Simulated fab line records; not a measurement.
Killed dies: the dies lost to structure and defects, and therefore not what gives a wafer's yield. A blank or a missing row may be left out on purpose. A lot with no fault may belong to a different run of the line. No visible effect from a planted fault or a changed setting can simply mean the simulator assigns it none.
Struck lot and sound lot, side by side + flow sky130 + 19 steps out of a route of 708
Sound: wafers L590.3, L590.4, L590.6. Wafers L592.2, L592.5, L592.6 were the ones struck. The cause is named last.
Order at every step that has rows: each side's tool, ch and its chambers, its first start. Under that, the readings that differ: sound wafers + struck wafers + difference of the means + sigmas: that difference in standard deviations of wafers without a fault.
alike: a reading whose means differ by less than 2 such deviations, as well as words and numbers matching on both sides. not compared: withheld readings; readings where some wafer has no value; bounds like >300 that might hide an equal value; numbers whose values overlap and for which the record gives no deviation.
A row with sigmas, a row that says differs or no value, or rows on one side alone: a step with any of these is where the two part. Non-overlapping numbers with no deviation appear without sigmas and do not part them. A reading that every wafer of one side lacks parts them only if that side has two wafers or more.

first, 3 steps without rows for these wafers: SKY_VT_ADJUST_NCORE_EXPOSE_04 (exposes mask LVTN COMPLEMENT THIN, target cd 380 nm); SKY_VT_ADJUST_NCORE_PEB_05; SKY_VT_ADJUST_NCORE_DEVELOP_06 (develop time 60 s).
SKY_VT_ADJUST_NCORE_CD_MEAS_07: target cd 380 nm.
  sound: cd_sem-01 at day 9 23:08; struck: cd_sem-01 at day 10 13:29
| reading    | sound             | struck            | difference | sigmas |
|------------|-------------------|-------------------|------------|--------|
| cd_nm (nm) | 383.2 381.1 379.2 | 374.4 377.0 374.4 | -5.9       | -2     |
SKY_VT_ADJUST_NCORE_OVL_MEAS_08:
  sound: overlay-01 at day 9 23:14; struck: overlay-01 at day 10 13:35
  alike: VT_ADJUST_NCORE_OVL
next, for these wafers, 1 step has no rows: SKY_VT_ADJUST_NCORE_IMPLANT_09.
SKY_VT_ADJUST_NCORE_STRIP_10: strips in O2/N2.
  sound on plasma_asher-03 ch 0,1, day 9 23:26; struck on plasma_asher-02 ch 0,1, day 10 13:46
  alike: drypump_motor_current_A, oes_product_au, strip_time_to_endpoint_s
  not compared: rf_hours_counter_h
SKY_VT_ADJUST_NCORE_TW_MEAS_11:
  sound: film_metro-03 at day 9 23:32; struck: film_metro-03 at day 10 13:53
  alike: VT_ADJUST_NCORE_TW
then, 4 steps without rows for these wafers: SKY_VT_ADJUST_HVTR_DEHYDRATE_00 (time 60 s); SKY_VT_ADJUST_HVTR_HMDS_01 (prime time 60 s); SKY_VT_ADJUST_HVTR_COAT_02 (resist thk 1140 nm); SKY_VT_ADJUST_HVTR_SOFTBAKE_03 (time 60 s).
SKY_VT_ADJUST_HVTR_EXPOSE_04: exposes mask HVTRM, target cd 380 nm.
  sound on iline_stepper-02 ch 0, day 10 11:38; struck on iline_stepper-02 ch 0, day 11 00:59
| reading                                | sound                | struck               | difference | sigmas |
|----------------------------------------|----------------------|----------------------|------------|--------|
| model.VT_ADJUST_HVTR.overlay_x_nm (nm) | -1.106 -1.106 -1.106 | -148.7 -148.7 -148.7 | -147.6     |        |
  alike: mask
then, 2 steps without rows for these wafers: SKY_VT_ADJUST_HVTR_PEB_05; SKY_VT_ADJUST_HVTR_DEVELOP_06 (develop time 60 s).
SKY_VT_ADJUST_HVTR_CD_MEAS_07: target cd 380 nm.
  sound: cd_sem-01 at day 10 22:19; struck: cd_sem-01 at day 11 12:33
  alike: cd_nm
SKY_VT_ADJUST_HVTR_OVL_MEAS_08:
  sound: overlay-01 at day 10 22:25; struck: overlay-01 at day 11 12:39
| reading                 | sound          | struck               | difference | sigmas      |
|-------------------------|----------------|----------------------|------------|-------------|
| VT_ADJUST_HVTR_OVL (nm) | -0.9 -1.3 -0.6 | -150.5 -149.9 -150.2 | -149.3     | -99 or more |
next, for these wafers, 1 step has no rows: SKY_VT_ADJUST_HVTR_IMPLANT_09.
-- record jumps: 36 days separate the struck wafers' starts on either side; left off in module VT_ADJUST_HVTR, taken up again in module PAD_OPEN, whose first shown step is the route's number 708 --
SKY_PAD_OPEN_PROBE_99:
  sound: prober-02 at day 47 04:32; struck: prober-02 at day 47 14:17
| reading                                  | sound                   | struck                  | difference | sigmas |
|------------------------------------------|-------------------------|-------------------------|------------|--------|
| killed_at_other                          | 5 2 2                   | 0 0 0                   | -3         | -4     |
| model.etest.pfet_01v8_mvt.drive_ua_um    | 149.8 153.1 154.2       | 147.5 145.7 144.7       | -6.4       |        |
| model.etest.pfet_01v8_mvt.off_log10_a_um | -10.58 -10.37 -10.54    | -10.94 -10.95 -11.03    | -0.48      |        |
| model.etest.pfet_01v8_mvt.vt_sat_v (V)   | -0.5644 -0.5571 -0.5571 | -0.6325 -0.6361 -0.6407 | -0.0769    |        |
| model.etest.pfet_01v8_mvt.vt_v (V)       | -0.6463 -0.6418 -0.6437 | -0.7127 -0.7124 -0.7189 | -0.0707    |        |
  alike: killed_at_M0_to_M3, killed_at_M4_up, killed_at_contacts, killed_at_front_end, killed_dies, killed_on_rim, killed_open, killed_short

## WHERE THEY PART
Earliest at SKY_VT_ADJUST_NCORE_CD_MEAS_07; latest, in this record, at SKY_PAD_OPEN_PROBE_99.

WHY: what the simulator had put in
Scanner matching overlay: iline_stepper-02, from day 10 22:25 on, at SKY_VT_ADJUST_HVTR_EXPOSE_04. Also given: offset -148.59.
